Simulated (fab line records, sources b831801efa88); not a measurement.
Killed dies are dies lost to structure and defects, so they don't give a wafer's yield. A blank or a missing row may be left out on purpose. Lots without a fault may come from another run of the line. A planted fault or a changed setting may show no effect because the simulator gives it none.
fab line records | flow sfq_line
record lots=6 wafers=18 last_day=92
route steps=325 shown M5@201 A5B@209 R5@212
lots that met no fault: from a run of the same line without faults
start_h: hours from the record's first day to the start of the lot's first wafer shown | wait_h: hours since the lot's step before | " the same as in the row above | L1.1+2: a row that stands for several wafers | - no value, or no start given | * or withheld: withheld | < > ~ a bound
route shown NAME@n: a module of which the file shows steps, and the number in the route of the first | usual: mean/standard deviation of fault-free wafers | same: alike in all rows | chamber/n: place in a boat | sites: the reading at each site | _std_site: their standard deviation | _edge_site: outer sites' mean less inner sites' | radius_mm: how far each site lies from the wafer's centre | mask NAME#n: copy n | behind: the tool/chamber that last shaped the wafer | hold: why the lot was held/for how many hours/how that ended | device: the transistor (n, p or np) that didn't switch | end of line: the same wafers' tests at the end of the route | a step without rows: its recipe alone | killed: dies lost to structure and defects at the first sort, not the wafer's yield | map: a wafer's dies, x killed, . not, _ none there
set.NAME: the setting as run; set.NAME@STEP: as run at that earlier step | model.NAME: the simulator's own value behind a step, which no gauge read
lots at some steps of the route; a table a step, a row a wafer
services: from which hour (start_h, from the record's first day; less than 0 if before it) a tool's chamber was out of use, for how many hours, and why
## steps
# step SFQ_TRILAYER_M5_LITHO_EXPOSE_124
# recipe mask_id=M5 na=0.6 source_shape=conventional sigma_outer=0.65 target_cd_nm=700 dose_mj=14.4
# step SFQ_TRILAYER_M5_LITHO_PEB_126
# recipe peb_temp_c=115 peb_time_s=60 resist=KrF
# step SFQ_TRILAYER_M5_LITHO_DEVELOP_125
# recipe time_s=60 resist=KrF
# step SFQ_M5_OVL_MEAS_932
# usual M5_OVL=-4/6.1
# columns lot.wafer tool chamber start_h wait_h M5_OVL[nm]
L276.2 overlay-01 - 1338.73 0.1 3
L276.5 " - " " 2
L276.6 " - " " -1
L285.1 overlay-01 - 1398.87 0.1 -5
L285.2 " - " " -11
L285.5 " - " " -9
L293.1 overlay-02 - 1427.51 0.1 -1
L293.4 " - " " -11
L293.6 " - " " -12
L294.1 overlay-02 - 1433.80 0.1 -5
L294.3 " - " " -16
L294.5 " - " " -11
L295.3 overlay-01 - 1440.50 0.1 7
L295.4 " - " " -5
L295.5 " - " " 0
L296.3 overlay-02 - 1456.34 0.1 0
L296.4 " - " " 6
L296.5 " - " " 1
# step SFQ_TRILAYER_M5_BARC_OPEN_METAL_ETCH_161
# recipe mask_material=PR chemistry=O2 target_depth_nm=125 target=BARC icp_w=600 bias_w=80 pressure_mtorr=10 time_s=41.7
# usual drypump_motor_current_A=5.2/0.34 he_backside_leak_sccm=3.42/0.22 oes_product_au=0.685/0.0042
# same time_s=41.7
# columns lot.wafer tool chamber start_h wait_h drypump_motor_current_A he_backside_leak_sccm oes_product_au rf_hours_counter_h
L276.2 rie_metal-04 0 1338.76 0.0 5.0 3.70 0.689 39
L276.5 " 0 " " 5.0 3.72 0.687 -
L276.6 " 1 " " 5.3 3.33 0.683 -
L285.1 rie_metal-02 0 1398.91 0.0 5.7 3.29 0.687 11
L285.2 " 1 " " 4.7 3.63 0.684 15
L285.5 " 0 " " 5.7 3.30 0.686 -
L293.1 rie_metal-02 0 1427.55 0.0 5.6 3.24 0.685 16
L293.4 " 1 " " 4.7 3.66 0.684 -
L293.6 " 0 " " 5.7 3.12 0.684 -
L294.1 rie_metal-02 0 1433.83 0.0 5.7 3.31 0.686 16
L294.3 " 0 " " 5.7 3.30 0.682 -
L294.5 " 0 " " 5.7 3.35 0.680 -
L295.3 rie_metal-03 0 1440.54 0.0 5.2 3.22 0.685 -
L295.4 " 1 " " 5.5 3.54 0.692 -
L295.5 " 0 " " 5.2 3.27 0.695 -
L296.3 rie_metal-03 0 1456.38 0.0 5.2 3.34 0.685 -
L296.4 " 1 " " 5.5 3.61 0.688 -
L296.5 " 0 " " 5.2 3.34 0.686 -
# step SFQ_TRILAYER_M5_ETCH_METAL_ETCH_126
# recipe target=Nb stop_on=SiO2 mask_material=PR over_etch_frac=0.15 time_s=203.2 chemistry=Cl2/BCl3 target_depth_nm=265 icp_w=600 bias_w=80 pressure_mtorr=10
# step SFQ_TRILAYER_M5_STRIP_STRIP_127
# recipe gas=O2 power_w=200 platen_temp_c=40 overash_fraction=0.65 chemistry=O2 pressure_mtorr=50
# usual drypump_motor_current_A=5.2/0.33 he_backside_leak_sccm=3.5/0.4 oes_product_au=1.001/0.014
# columns lot.wafer tool chamber start_h wait_h drypump_motor_current_A he_backside_leak_sccm oes_product_au rf_hours_counter_h
L276.2 rie_metal-04 0 1339.01 0.1 5.1 3.7 1.006 39
L276.5 " 0 " " 5.1 3.8 1.016 -
L276.6 " 1 " " 5.3 2.9 0.984 -
L285.1 rie_metal-02 0 1399.16 0.1 5.7 3.4 1.002 11
L285.2 " 1 " " 4.7 3.4 1.022 16
L285.5 " 0 " " 5.7 3.3 1.000 -
L293.1 rie_metal-02 0 1427.80 0.1 5.7 3.4 1.008 16
L293.4 " 1 " " 4.7 3.6 1.025 -
L293.6 " 0 " " 5.7 3.5 1.002 -
L294.1 rie_metal-02 0 1434.09 0.1 5.6 3.4 1.001 16
L294.3 " 0 " " 5.7 3.4 0.991 -
L294.5 " 0 " " 5.7 3.3 0.991 -
L295.3 rie_metal-03 0 1440.98 0.3 5.2 3.4 1.000 -
L295.4 " 1 " " 5.5 3.8 1.004 -
L295.5 " 0 " " 5.2 3.2 0.996 -
L296.3 rie_metal-03 0 1456.81 0.3 5.3 3.5 0.997 -
L296.4 " 1 " " 5.5 3.6 1.003 -
L296.5 " 0 " " 5.3 3.4 0.994 -
# step SFQ_TRILAYER_M5_STRIP_SOLV_CLEAN_128
# recipe chemistry=NMP temp_c=70 time_s=600
# step SFQ_TRILAYER_A5B_DEP_PECVD_129
# recipe material=SiO2 temp_c=150 time_s=133.33 pressure_torr=2.4 rf_w=183.3 precursor=SiH4/N2O target_thk_nm=600
# usual heater_power_w=90/15 throttle_valve_pct=25.1/1.2
# same time_s=133.33
# columns lot.wafer tool chamber start_h wait_h heater_power_w throttle_valve_pct
L276.2 pecvd-04 1 1339.79 0.0 62 26.5
L276.5 " 0 " " 86 24.8
L276.6 " 1 " " 65 26.3
L285.1 pecvd-03 1 1399.94 0.0 97 22.7
L285.2 " 0 " " 95 25.4
L285.5 " 0 " " 102 25.4
L293.1 pecvd-04 2 1428.58 0.0 75 25.2
L293.4 " 1 " " 66 26.2
L293.6 " 0 " " 102 24.9
L294.1 pecvd-03 1 1434.86 0.0 105 22.9
L294.3 " 0 " " 105 25.7
L294.5 " 1 " " 108 23.1
L295.3 pecvd-04 1 1441.55 0.0 69 26.2
L295.4 " 1 " " 69 26.2
L295.5 " 2 " " 68 25.3
L296.3 pecvd-04 1 1457.39 0.0 71 26.3
L296.4 " 1 " " 57 26.1
L296.5 " 2 " " 80 25.1
# step SFQ_TRILAYER_A5B_CMP_CMP_130
# recipe stop_on=Nb down_force_psi=3 platen_rpm=60 target_thk_nm=340.7
# usual motor_current_A=9.6/0.63
# columns lot.wafer tool chamber start_h wait_h motor_current_A
L276.2 cmp-01 0 1340.38 0.5 8.5
L276.6 " 3 1341.88 2.0 10.4
L276.5 " 0 " " 9.3
L285.2 cmp-01 3 1400.14 0.2 10.5
L285.1 " 0 " " 8.4
L285.5 " 3 1402.14 2.1 10.1
L293.4 cmp-01 1 1435.60 6.9 9.1
L293.1 " 2 " " 8.7
L293.6 " 2 1438.10 9.4 9.3
L294.3 cmp-01 3 1438.60 3.7 9.8
L294.1 " 2 1440.10 5.2 9.5
L294.5 " 0 1441.10 6.1 8.6
L295.3 cmp-01 1 1442.14 0.5 9.1
L295.4 " 3 1443.14 1.5 10.1
L295.5 " 0 " " 9.2
L296.3 cmp-01 0 1457.48 0.0 9.3
L296.4 " 1 " " 9.4
L296.5 " 1 1459.98 2.5 8.9
# step SFQ_TRILAYER_A5B_METRO_MEASURE_131
# step SFQ_TRILAYER_R5_DEP_SPUTTER_132
# recipe material=Ti base_pressure_pa=1.33e-06 target_thk_nm=5 power_w=2000 time_s=5 chamber_pressure_pa=0.4
# usual throttle_valve_pct=29.9/0.77
# same time_s=5
# columns lot.wafer tool chamber start_h wait_h throttle_valve_pct
L276.2 pvd_sputter-04 - 1344.08 0.8 29.4
L276.5 " - " " 30.5
L276.6 " - " " 29.8
L285.1 pvd_sputter-06 - 1404.34 1.0 30.5
L285.2 " - " " 30.4
L285.5 " - " " 30.4
L293.1 pvd_sputter-06 - 1439.80 1.0 30.3
L293.4 " - " " 28.7
L293.6 " - " " 30.5
L294.1 pvd_sputter-06 - 1442.80 1.0 29.1
L294.3 " - " " 30.3
L294.5 " - " " 30.2
L295.3 pvd_sputter-04 - 1445.84 0.6 29.3
L295.4 " - " " 29.5
L295.5 " - " " 30.4
L296.3 pvd_sputter-05 - 1461.68 0.6 29.3
L296.4 " - " " 29.6
L296.5 " - " " 29.0
# step SFQ_TRILAYER_R5_DEP_SPUTTER_133
# recipe material=MoNx base_pressure_pa=1.33e-06 target_thk_nm=40 power_w=1000 time_s=66.7 chamber_pressure_pa=0.4
# usual throttle_valve_pct=29.9/0.77
# columns lot.wafer tool chamber start_h wait_h throttle_valve_pct model.MoNx_of_TRILAYER_R5_DEP_SPUTTER_133.thk_nm
L276.2 pvd_sputter-04 - 1344.10 0.0 29.6 39.78
L276.5 " - " " 30.5 39.34
L276.6 " - " " 29.4 39.7
L285.1 pvd_sputter-06 - 1404.36 0.0 30.4 39.61
L285.2 " - " " 30.5 40.29
L285.5 " - " " 30.3 39.29
L293.1 pvd_sputter-06 - 1439.82 0.0 30.4 68.3
L293.4 " - " " 28.8 69.03
L293.6 " - " " 30.4 68.84
L294.1 pvd_sputter-06 - 1442.82 0.0 29.0 68.85
L294.3 " - " " 30.3 68.51
L294.5 " - " " 30.2 68.93
L295.3 pvd_sputter-04 - 1445.86 0.0 29.2 40.33
L295.4 " - " " 29.6 39.87
L295.5 " - " " 30.1 40.16
L296.3 pvd_sputter-05 - 1461.70 0.0 29.4 40.08
L296.4 " - " " 29.6 39.58
L296.5 " - " " 29.3 39.91
# step SFQ_TRILAYER_R5_DEP_SPUTTER_134
# recipe material=Ti base_pressure_pa=1.33e-06 target_thk_nm=5 power_w=2000 time_s=5 chamber_pressure_pa=0.4
# step SFQ_R5_RS_MEAS_933
# recipe thk_meas_gauge=four-point-probe reads=Ti_of_TRILAYER_R5_DEP_SPUTTER_134+MoNx_of_TRILAYER_R5_DEP_SPUTTER_133+Ti_of_TRILAYER_R5_DEP_SPUTTER_132
# usual R5_MONX_RS=7.03/0.079
# columns lot.wafer tool chamber start_h wait_h hold R5_MONX_RS[ohm/sq]
L276.2 film_metro-01 - 1344.19 0.0 - 7.08
L276.5 " - " " - 7.17
L276.6 " - " " - 7.08
L285.1 film_metro-01 - 1404.43 0.0 - 7.13
L285.2 " - " " - 6.99
L285.5 " - " " - 7.15
L293.1 film_metro-02 - 1439.89 0.0 await_dispo/0.2h/release 4.23
L293.4 " - " " await_dispo/0.2h/release 4.19
L293.6 " - " " await_dispo/0.2h/release 4.19
L293.1 film_metro-02 - 1440.18 0.3 - 4.23
L293.4 " - " " - 4.19
L293.6 " - " " - 4.19
L294.1 film_metro-02 - 1442.89 0.0 await_dispo/0.2h/release 4.19
L294.3 " - " " await_dispo/0.2h/release 4.21
L294.5 " - " " await_dispo/0.2h/release 4.19
L294.1 film_metro-02 - 1443.18 0.3 - 4.20
L294.3 " - " " - 4.21
L294.5 " - " " - 4.20
L295.3 film_metro-02 - 1445.98 0.0 - 6.97
L295.4 " - " " - 7.05
L295.5 " - " " - 7.03
L296.3 film_metro-01 - 1461.81 0.0 - 7.00
L296.4 " - " " - 7.13
L296.5 " - " " - 7.06
# step SFQ_R5_THK_MEAS_934
# recipe thk_meas_gauge=xrf reads=MoNx_of_TRILAYER_R5_DEP_SPUTTER_133
# usual R5_MONX_THK=39.6/0.47
# columns lot.wafer tool chamber start_h wait_h hold R5_MONX_THK[nm]
L276.2 film_metro-01 - 1344.30 0.1 - 39.3
L276.5 " - " " - 39.0
L276.6 " - " " - 39.2
L285.1 film_metro-01 - 1404.55 0.1 - 39.1
L285.2 " - " " - 39.3
L285.5 " - " " - 38.6
L294.1 film_metro-02 - 1444.24 1.0 await_dispo/0.2h/release 68.2
L294.3 " - " " await_dispo/0.2h/release 68.3
L294.5 " - " " await_dispo/0.2h/release 68.0
L294.1 film_metro-02 - 1444.47 0.2 - 68.3
L294.3 " - " " - 68.0
L294.5 " - " " - 68.5
L293.1 film_metro-02 - 1444.59 4.4 await_dispo/0.2h/release 67.5
L293.4 " - " " await_dispo/0.2h/release 68.4
L293.6 " - " " await_dispo/0.2h/release 67.9
L293.1 film_metro-02 - 1444.82 0.2 - 67.3
L293.4 " - " " - 68.4
L293.6 " - " " - 68.3
L295.3 film_metro-02 - 1446.08 0.1 - 40.0
L295.4 " - " " - 39.4
L295.5 " - " " - 39.8
L296.3 film_metro-01 - 1461.91 0.1 - 39.2
L296.4 " - " " - 39.0
L296.5 " - " " - 39.4
## services
# columns tool chamber start_h hours kind
pecvd-03 - 1317.22 0.8 repair
pecvd-04 - 1323.66 1.4 repair
pvd_sputter-06 - 1329.02 2.9 repair
pecvd-04 - 1329.92 7.9 repair
pvd_sputter-06 1 1355.66 - consumable_replace:kit
pvd_sputter-06 1 1355.66 18.0 scheduled_down
pvd_sputter-06 1 1355.66 18.0 vent_cycle
rie_metal-04 - 1361.15 0.5 repair
cmp-01 - 1382.38 1.0 repair
cmp-01 - 1389.13 0.2 repair
cmp-01 - 1390.81 1.7 repair
pvd_sputter-04 - 1405.39 4.4 repair
cmp-01 - 1418.29 2.3 repair
pecvd-03 1 1436.73 3.7 repair
pvd_sputter-05 2 1439.35 - consumable_replace:kit
pvd_sputter-05 2 1439.35 18.0 scheduled_down
pvd_sputter-05 2 1439.35 18.0 vent_cycle
pvd_sputter-06 - 1460.95 0.9 repair
## key
first_sign step=SFQ_R5_RS_MEAS_933 reading=visit direction=added
effect step=SFQ_R5_RS_MEAS_933 reading=R5_MONX_RS direction=down sigmas=36 usual=7.03 struck=4.20
effect step=SFQ_R5_THK_MEAS_934 reading=visit direction=added
effect step=SFQ_R5_THK_MEAS_934 reading=R5_MONX_THK direction=up sigmas=61 usual=39.6 struck=68.0
model_effect step=SFQ_TRILAYER_R5_DEP_SPUTTER_133 value=MoNx_of_TRILAYER_R5_DEP_SPUTTER_133.thk_nm without=39.86 struck=68.74
met_at SFQ_TRILAYER_R5_DEP_SPUTTER_133
struck_wafers L293.1,L293.4,L293.6,L294.1,L294.3,L294.5
scrapped_behind SFQ_R5_THK_MEAS_934 L293.1,L293.4,L293.6,L294.1,L294.3,L294.5
onset_between 1404.36 1439.82
also_fits SFQ_TRILAYER_M5_BARC_OPEN_METAL_ETCH_161:rie_metal-02,SFQ_TRILAYER_M5_STRIP_STRIP_127:rie_metal-02,SFQ_TRILAYER_R5_DEP_SPUTTER_132:pvd_sputter-06
fault kind=process_parameter_drift tool=pvd_sputter-06 chamber=- onset_h=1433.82 steps=SFQ_TRILAYER_R5_DEP_SPUTTER_133 channel=target_thk_nm offset=28.885 shape=step end_h=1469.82 acts_in=these_recipes_only stated=40
